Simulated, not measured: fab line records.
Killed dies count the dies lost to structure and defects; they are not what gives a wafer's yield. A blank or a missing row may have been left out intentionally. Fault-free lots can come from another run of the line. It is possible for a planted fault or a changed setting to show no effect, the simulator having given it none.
fab line records	flow sky130
record lots=6	wafers=18	last_day=50
route steps=708 shown VT_ADJUST_PCH@151 SONOS_TUNNEL@154 PAD_OPEN@708
lots untouched by any fault: they come from a run of this same line in which no faults occurred
start_h: start of the lot's first displayed wafer, in hours after the record's first day	wait_h: time in hours since the lot's previous step	" repeats the value in the row above	L1.1+2: a single row standing in for several wafers	- value missing, or start not given	* or withheld: withheld	< > ~ a bound
route shown NAME@n: names a module that has steps shown in the file, with the first one's number in the route	usual: average and standard deviation across the fault-free wafers	same: alike in all rows	chamber/n: place in a boat	sites: readings site by site	_std_site: the standard deviation of these	_edge_site: the outer-site mean with the inner-site mean subtracted	radius_mm: for every site, how far away it sits from the centre of the wafer	mask NAME#n: copy n	behind: tool/chamber where the wafer was last shaped	hold: cause of the lot's hold/its duration in hours/its outcome	device: the transistor (n, p or np) that didn't switch	end of line: tests run on the same wafers once the route is complete	a step with no rows: only its recipe	killed: dies lost to structure and defects at the first sort, not the wafer's yield	map: a wafer's dies, marking killed ones x, the rest . and places with no die _
set.NAME: the run value of the setting; set.NAME@STEP: its run value at that earlier step	model.NAME: the simulator's own value behind a step, which no gauge read
lots at selected steps of the route; one table per step, one row per wafer
services: from which hour (start_h, from the record's first day; less than 0 if before it) a tool's chamber was out of use, for how many hours, and why
## steps
# step SKY_VT_ADJUST_PCH_IMPLANT_08
# recipe species=B	energy_kev=10	dose_cm2=5e+11	tilt_deg=withheld
# step SKY_VT_ADJUST_PCH_STRIP_09
# recipe chemistry=O2/N2	power_w=1400	pressure_mtorr=1500	platen_temp_c=withheld	o2_flow_sccm=3000	n2_flow_sccm=300	overash_fraction=0.5
# usual drypump_motor_current_A=5.59/0.26	oes_product_au=0.722/0.0046	strip_time_to_endpoint_s=36.96/0.095
lot.wafer	tool	chamber	start_h	wait_h	drypump_motor_current_A	oes_product_au	rf_hours_counter_h	strip_time_to_endpoint_s
L849.2	plasma_asher-01	0	266.22	0.1	5.55	0.722	14	36.91
L849.3	"	0	"	"	5.55	0.721	-	36.90
L849.5	"	1	"	"	5.72	0.723	-	37.00
L852.1	plasma_asher-03	1	282.31	0.1	5.88	0.719	48	37.05
L852.4	"	1	"	"	5.86	0.719	-	37.00
L852.6	"	0	"	"	5.14	0.724	-	37.00
L859.4	plasma_asher-01	1	332.75	0.1	5.68	0.728	-	37.09
L859.5	"	1	"	"	5.68	0.727	-	37.15
L859.6	"	0	"	"	5.56	0.724	-	37.09
L860.1	plasma_asher-03	0	337.32	0.1	5.13	0.724	55	36.89
L860.2	"	1	"	"	5.84	0.725	55	36.99
L860.6	"	0	"	"	5.12	0.726	-	36.86
L861.1	plasma_asher-01	1	342.21	0.1	5.75	0.735	20	36.86
L861.4	"	0	"	"	5.55	0.730	-	36.95
L861.6	"	1	"	"	5.73	0.716	-	36.83
L868.2	plasma_asher-01	0	392.72	0.1	5.57	0.732	25	36.95
L868.5	"	0	"	"	5.54	0.727	-	36.87
L868.6	"	1	"	"	5.68	0.716	-	36.89
# step SKY_VT_ADJUST_PCH_TW_MEAS_10
# usual VT_ADJUST_PCH_TW=141.5/0.77
lot.wafer	tool	chamber	start_h	wait_h	VT_ADJUST_PCH_TW
L849.2	film_metro-02	-	266.33	0.1	140.7
L849.3	"	-	"	"	140.6
L849.5	"	-	"	"	141.2
L852.1	film_metro-02	-	282.41	0.1	141.5
L852.4	"	-	"	"	141.9
L852.6	"	-	"	"	141.3
L859.4	film_metro-02	-	332.85	0.1	142.1
L859.5	"	-	"	"	142.0
L859.6	"	-	"	"	142.0
L860.1	film_metro-03	-	337.44	0.1	140.8
L860.2	"	-	"	"	140.3
L860.6	"	-	"	"	141.0
L861.1	film_metro-03	-	342.31	0.1	140.5
L861.4	"	-	"	"	141.4
L861.6	"	-	"	"	140.8
L868.2	film_metro-02	-	392.83	0.1	140.9
L868.5	"	-	"	"	142.1
L868.6	"	-	"	"	141.3
# step SKY_SONOS_TUNNEL_DEHYDRATE_00
# recipe temp_c=200	time_s=60
# step SKY_SONOS_TUNNEL_HMDS_01
# recipe prime_time_s=60	prime_temp_c=120
# step SKY_SONOS_TUNNEL_COAT_02
# recipe resist=NOVOLAK	spin_rpm=3000	resist_thk_nm=1140
# step SKY_SONOS_TUNNEL_SOFTBAKE_03
# recipe temp_c=90	time_s=60	resist=NOVOLAK
# step SKY_SONOS_TUNNEL_EXPOSE_04
# recipe mask_id=TUNM	na=0.6	source_shape=conventional	sigma_outer=0.6	polarization=unpolarized	target_cd_nm=410	dose_mj=136
# step SKY_SONOS_TUNNEL_PEB_05
# recipe temp_c=withheld	time_s=*	resist=NOVOLAK
# step SKY_SONOS_TUNNEL_DEVELOP_06
# recipe resist=NOVOLAK	developer=TMAH	develop_time_s=60	dev_temp_c=23
# step SKY_SONOS_TUNNEL_CD_MEAS_07
# recipe target_cd_nm=410
# usual cd_nm=410.4/2.5
lot.wafer	tool	chamber	start_h	wait_h	cd_nm
L849.2	cd_sem-01	-	291.21	0.1	410.0
L849.3	"	-	"	"	408.8
L849.5	"	-	"	"	409.5
L852.1	cd_sem-01	-	306.51	0.1	414.3
L852.4	"	-	"	"	411.5
L852.6	"	-	"	"	410.6
L859.4	cd_sem-02	-	357.88	0.1	411.4
L859.5	"	-	"	"	409.5
L859.6	"	-	"	"	412.7
L860.1	cd_sem-01	-	363.17	0.1	411.0
L860.2	"	-	"	"	410.4
L860.6	"	-	"	"	410.6
L861.1	cd_sem-02	-	369.46	0.1	409.6
L861.4	"	-	"	"	408.1
L861.6	"	-	"	"	409.6
L868.2	cd_sem-01	-	421.83	0.1	412.8
L868.5	"	-	"	"	413.5
L868.6	"	-	"	"	414.9
# step SKY_SONOS_TUNNEL_OVL_MEAS_08
# usual SONOS_TUNNEL_OVL=-0.5/1.4
lot.wafer	tool	chamber	start_h	wait_h	SONOS_TUNNEL_OVL[nm]
L849.2	overlay-01	-	291.31	0.1	-0.1
L849.3	"	-	"	"	0.4
L849.5	"	-	"	"	1.8
L852.1	overlay-01	-	306.63	0.1	-2.8
L852.4	"	-	"	"	-1.8
L852.6	"	-	"	"	-2.9
L859.4	overlay-02	-	357.96	0.1	0.0
L859.5	"	-	"	"	-1.5
L859.6	"	-	"	"	0.1
L860.1	overlay-01	-	363.29	0.1	1.6
L860.2	"	-	"	"	1.6
L860.6	"	-	"	"	-0.9
L861.1	overlay-01	-	369.58	0.1	1.2
L861.4	"	-	"	"	-1.3
L861.6	"	-	"	"	-0.1
L868.2	overlay-01	-	421.94	0.1	3.0
L868.5	"	-	"	"	3.3
L868.6	"	-	"	"	1.9
# step SKY_SONOS_TUNNEL_IMPLANT_09
# recipe species=B	energy_kev=20	dose_cm2=1e+12	tilt_deg=withheld
# usual dose_ions_cm2=9.997e+11/1e+09	faraday_current_uA=5.62/0.11
lot.wafer	tool	chamber	start_h	wait_h	dose_ions_cm2	faraday_current_uA
L849.2	implanter-03	0	291.37	0.0	9.982e+11	5.52
L849.3	"	0	"	"	9.995e+11	5.74
L849.5	"	0	"	"	9.989e+11	5.57
L852.1	implanter-04	0	306.67	0.0	1.0006e+12	5.62
L852.4	"	0	"	"	1.0007e+12	5.60
L852.6	"	0	"	"	9.996e+11	5.83
L859.4	implanter-04	0	358.05	0.1	2.753e+11	1.53
L859.5	"	0	"	"	2.759e+11	1.56
L859.6	"	0	"	"	2.765e+11	1.53
L860.1	implanter-04	0	363.33	0.0	2.745e+11	1.52
L860.2	"	0	"	"	2.748e+11	1.55
L860.6	"	0	"	"	2.745e+11	1.55
L861.1	implanter-03	0	369.62	0.0	9.987e+11	5.90
L861.4	"	0	"	"	9.995e+11	5.64
L861.6	"	0	"	"	9.985e+11	5.49
L868.2	implanter-02	0	421.99	0.0	9.995e+11	5.54
L868.5	"	0	"	"	9.977e+11	5.73
L868.6	"	0	"	"	1.001e+12	5.75
# step SKY_SONOS_TUNNEL_WET_ETCH_10
# recipe chemistry=dHF	target_depth_nm=14	target=SiO2	dilution=100:1	temp_c=25	time_s=280
# step SKY_SONOS_TUNNEL_STRIP_11
# recipe chemistry=SPM	time_s=600	temp_c=130
# step SKY_SONOS_TUNNEL_TW_MEAS_12
# usual SONOS_TUNNEL_TW=196.6/1.3
lot.wafer	tool	chamber	start_h	wait_h	SONOS_TUNNEL_TW
L849.2	film_metro-01	-	291.77	0.0	196.6
L849.3	"	-	"	"	197.3
L849.5	"	-	"	"	196.0
L852.1	film_metro-02	-	307.08	0.0	196.8
L852.4	"	-	"	"	195.2
L852.6	"	-	"	"	196.2
L859.4	film_metro-02	-	358.44	0.0	136.7
L859.5	"	-	"	"	137.6
L859.6	"	-	"	"	138.1
L860.1	film_metro-02	-	363.76	0.0	137.1
L860.2	"	-	"	"	137.4
L860.6	"	-	"	"	137.9
L861.1	film_metro-02	-	370.07	0.0	193.7
L861.4	"	-	"	"	194.8
L861.6	"	-	"	"	193.8
L868.2	film_metro-01	-	422.40	0.0	198.3
L868.5	"	-	"	"	197.8
L868.6	"	-	"	"	197.2
# step SKY_SONOS_TUNNEL_CLEAN_13
# recipe chemistry=dHF	time_s=20	dilution=100:1	dry=ipa_marangoni
# step SKY_PAD_OPEN_PROBE_99
# usual killed_at_M0_to_M3=43/6.1	killed_at_M4_up=3.5/2	killed_at_contacts=25/5.1	killed_at_front_end=14/4.2	killed_at_other=0.3/0.55	killed_dies=86/8.3	killed_open=46/7.2	killed_short=39/6
# same gross_dies=492	killed_at_back_side=0
lot.wafer	tool	chamber	start_h	wait_h	killed_at_M0_to_M3	killed_at_M4_up	killed_at_contacts	killed_at_front_end	killed_at_other	killed_dies	killed_open	killed_short	model.etest.tip_sonos.rs_ohm_sq	model.etest.sonos_uncharged.r_on_ohm_um	model.etest.sonos_programmed.off_log10_a_um	model.etest.sonos_programmed.vt_v	model.etest.sonos_baked.vt_v	model.etest.sonos_uncharged.vt_v	model.etest.sonos_erased.vt_v
L849.2	prober-02	-	1112.98	0.1	45	6	23	13	0	87	40	47	2699	810.4	-13.88	1.412	0.9151	-0.4429	-2.271
L849.3	prober-02	-	1113.03	0.2	39	5	17	12	0	73	38	35	2686	813.8	-13.84	1.391	0.9083	-0.4344	-2.297
L849.5	prober-02	-	1113.13	0.2	45	2	26	8	0	81	39	42	2658	802.5	-14.05	1.389	0.8751	-0.4414	-2.294
L852.1	prober-01	-	1123.94	0.1	41	3	18	14	0	76	31	45	2652	801.5	-13.97	1.35	0.8666	-0.454	-2.173
L852.4	prober-01	-	1124.09	0.2	43	4	31	20	0	98	60	38	2641	821.6	-14.07	1.364	0.8874	-0.4248	-2.207
L852.6	prober-01	-	1124.19	0.2	31	4	21	19	0	75	35	40	2674	804	-13.86	1.292	0.8656	-0.4373	-2.109
L859.4	prober-02	-	1151.38	0.2	41	4	23	8	1	77	46	31	2482	740.5	-11.67	1.242	0.6841	-0.6381	-2.427
L859.5	prober-02	-	1151.43	0.2	42	1	20	4	0	67	38	29	2531	747.5	-11.72	1.313	0.7752	-0.619	-2.495
L859.6	prober-02	-	1151.48	0.2	33	3	29	10	0	75	39	36	2536	751.2	-11.42	1.258	0.7447	-0.661	-2.509
L860.1	prober-01	-	1156.98	0.1	37	5	26	25	1	94	50	44	2617	757.4	-11.42	1.206	0.698	-0.6612	-2.428
L860.2	prober-01	-	1157.03	0.1	43	2	29	20	1	95	53	41	2632	751.8	-11.11	1.146	0.7042	-0.6514	-2.378
L860.6	prober-01	-	1157.23	0.2	52	3	24	10	0	89	46	43	2619	754.1	-11.35	1.164	0.6939	-0.6489	-2.331
L861.1	prober-02	-	1162.79	0.1	36	5	37	11	0	89	49	40	2622	814.3	-14.05	1.427	0.9524	-0.4489	-2.28
L861.4	prober-02	-	1162.94	0.2	45	2	23	9	0	79	49	30	2648	804.3	-13.99	1.371	0.9426	-0.4654	-2.231
L861.6	prober-02	-	1163.04	0.2	51	2	27	17	1	98	62	36	2717	798.4	-14.05	1.407	0.9469	-0.4399	-2.231
L868.2	prober-02	-	1195.10	0.1	49	2	20	17	0	88	52	36	2563	812.5	-13.85	1.499	1.015	-0.4195	-2.238
L868.5	prober-02	-	1195.25	0.2	43	2	24	20	3	92	51	41	2622	819.7	-14.01	1.417	0.9847	-0.4022	-2.213
L868.6	prober-02	-	1195.30	0.2	47	2	23	20	0	92	54	38	2634	818.2	-13.93	1.393	0.9135	-0.3865	-2.167
# killed by level:class
L849.2 VIA1:geometric_particle:open=11 CONTACT:geometric_particle:open=10 VIA2:geometric_particle:short=6 METAL2:geometric_particle:short=6 CONTACT:geometric_particle:short=5 VIA1:geometric_particle:short=5 METAL4:geometric_particle:short=5 VIA2:geometric_particle:open=5
L849.3 VIA1:geometric_particle:open=10 VIA3:geometric_particle:open=9 VIA1:geometric_particle:short=7 POLY_GATE:geometric_particle:short=5 LI_CONTACT:geometric_particle:open=5 CONTACT:geometric_particle:short=4 METAL4:geometric_particle:short=4 VIA2:geometric_particle:short=3
L849.5 VIA1:geometric_particle:open=9 METAL1:geometric_particle:short=8 VIA3:geometric_particle:open=7 CONTACT:geometric_particle:open=7 CONTACT:geometric_particle:short=6 LI_CONTACT:geometric_particle:open=5 VIA3:geometric_particle:short=5 FIELD_ISO:geometric_particle:open=4
L852.1 CONTACT:geometric_particle:short=9 VIA1:geometric_particle:open=7 METAL2:geometric_particle:short=7 FIELD_ISO:geometric_particle:short=6 VIA3:geometric_particle:short=6 VIA2:geometric_particle:open=6 VIA3:geometric_particle:open=5 LOCAL_INTERCONNECT:geometric_particle:short=4
L852.4 VIA1:geometric_particle:open=12 VIA3:geometric_particle:open=9 CONTACT:geometric_particle:open=8 FIELD_ISO:geometric_particle:open=7 LOCAL_INTERCONNECT:geometric_particle:short=7 VIA2:geometric_particle:open=7 FIELD_ISO:geometric_particle:short=6 LI_CONTACT:geometric_particle:open=6
L852.6 LI_CONTACT:geometric_particle:short=7 VIA3:geometric_particle:open=7 FIELD_ISO:geometric_particle:short=6 METAL2:geometric_particle:short=6 FIELD_ISO:geometric_particle:open=5 LI_CONTACT:geometric_particle:open=5 POLY_GATE:geometric_particle:short=4 LOCAL_INTERCONNECT:geometric_particle:short=4
L859.4 CONTACT:geometric_particle:open=9 VIA1:geometric_particle:open=9 METAL2:geometric_particle:short=7 VIA2:geometric_particle:open=6 LI_CONTACT:geometric_particle:open=5 LOCAL_INTERCONNECT:geometric_particle:short=5 VIA3:geometric_particle:open=5 FIELD_ISO:geometric_particle:open=3
L859.5 CONTACT:geometric_particle:open=13 VIA2:geometric_particle:open=10 METAL1:geometric_particle:short=6 VIA1:geometric_particle:open=5 METAL2:geometric_particle:short=5 CONTACT:geometric_particle:short=4 VIA1:geometric_particle:short=3 METAL2:geometric_particle:open=3
L859.6 CONTACT:geometric_particle:open=10 VIA2:geometric_particle:open=8 CONTACT:geometric_particle:short=7 LI_CONTACT:geometric_particle:open=6 VIA1:geometric_particle:open=6 METAL2:geometric_particle:short=5 LOCAL_INTERCONNECT:geometric_particle:short=4 METAL1:geometric_particle:short=3
L860.1 LI_CONTACT:geometric_particle:open=13 CONTACT:geometric_particle:open=8 FIELD_ISO:geometric_particle:short=7 FIELD_ISO:geometric_particle:open=6 POLY_GATE:geometric_particle:open=6 VIA1:geometric_particle:open=6 VIA2:geometric_particle:short=6 POLY_GATE:geometric_particle:short=5
L860.2 VIA1:geometric_particle:open=12 CONTACT:geometric_particle:open=12 LI_CONTACT:geometric_particle:open=8 FIELD_ISO:geometric_particle:open=5 POLY_GATE:geometric_particle:short=5 METAL2:geometric_particle:short=5 VIA3:geometric_particle:open=4 LI_CONTACT:geometric_particle:short=4
L860.6 VIA2:geometric_particle:open=11 VIA1:geometric_particle:open=10 CONTACT:geometric_particle:open=10 CONTACT:geometric_particle:short=7 METAL1:geometric_particle:short=6 VIA3:geometric_particle:short=6 VIA1:geometric_particle:short=5 VIA3:geometric_particle:open=4
L861.1 CONTACT:geometric_particle:open=11 VIA1:geometric_particle:open=9 LOCAL_INTERCONNECT:geometric_particle:short=8 CONTACT:geometric_particle:short=8 VIA3:geometric_particle:open=8 LI_CONTACT:geometric_particle:open=6 METAL2:geometric_particle:short=6 VIA2:geometric_particle:open=5
L861.4 VIA1:geometric_particle:open=13 LI_CONTACT:geometric_particle:open=10 VIA3:geometric_particle:open=7 VIA2:geometric_particle:short=4 CONTACT:geometric_particle:short=4 CONTACT:geometric_particle:open=4 METAL1:geometric_particle:short=4 VIA2:geometric_particle:open=4
L861.6 LI_CONTACT:geometric_particle:open=14 VIA3:geometric_particle:open=10 CONTACT:geometric_particle:open=7 METAL2:geometric_particle:short=7 VIA2:geometric_particle:open=7 POLY_GATE:geometric_particle:open=6 VIA1:geometric_particle:open=6 METAL3:geometric_particle:short=6
L868.2 VIA1:geometric_particle:open=12 VIA2:geometric_particle:open=12 VIA3:geometric_particle:open=9 POLY_GATE:geometric_particle:short=6 CONTACT:geometric_particle:short=6 METAL1:geometric_particle:short=6 METAL2:geometric_particle:short=6 CONTACT:geometric_particle:open=5
L868.5 VIA3:geometric_particle:open=12 CONTACT:geometric_particle:open=12 VIA1:geometric_particle:open=10 METAL1:geometric_particle:short=8 POLY_GATE:geometric_particle:short=6 POLY_GATE:geometric_particle:open=6 LI_CONTACT:geometric_particle:open=4 CONTACT:geometric_particle:short=4
L868.6 LI_CONTACT:geometric_particle:open=12 VIA1:geometric_particle:open=12 VIA2:geometric_particle:open=8 CONTACT:geometric_particle:open=7 VIA1:geometric_particle:short=7 METAL1:geometric_particle:short=6 FIELD_ISO:geometric_particle:short=5 POLY_GATE:geometric_particle:open=5
## services
tool	chamber	start_h	hours	kind
implanter-02	-	276.88	1.3	repair
plasma_asher-01	-	290.98	15.6	pm
implanter-02	-	305.41	2.2	repair
implanter-03	-	349.60	5.8	pm
plasma_asher-01	-	410.74	6.2	repair
## key
first_sign step=SKY_SONOS_TUNNEL_IMPLANT_09	reading=dose_ions_cm2	direction=down	sigmas=99+	usual=*	struck=*
effect step=SKY_SONOS_TUNNEL_IMPLANT_09	reading=faraday_current_uA	direction=down	sigmas=37	usual=5.62	struck=1.54
effect step=SKY_SONOS_TUNNEL_TW_MEAS_12	reading=SONOS_TUNNEL_TW	direction=down	sigmas=45	usual=196.6	struck=137.5
model_effect step=SKY_PAD_OPEN_PROBE_99	value=etest.tip_sonos.rs_ohm_sq	without=2691	struck=2569
met_at SKY_SONOS_TUNNEL_IMPLANT_09
struck_wafers L859.4,L859.5,L859.6,L860.1,L860.2,L860.6
tester_left_out L859,L860
onset_between 306.67 358.05
fault kind=process_parameter_drift	tool=implanter-04	chamber=-	onset_h=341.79	steps=SKY_SONOS_TUNNEL_IMPLANT_09	channel=dose_cm2	offset=*	shape=step	end_h=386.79	acts_in=*	stated=*
# tester_left_out: of these lots the tester's yield and bins aren't shown, on N5 and GAA mostly nor the transistor test; their killed dies are dies lost to structure and defects alone, not to doping, threshold or leakage, so they don't give the yield
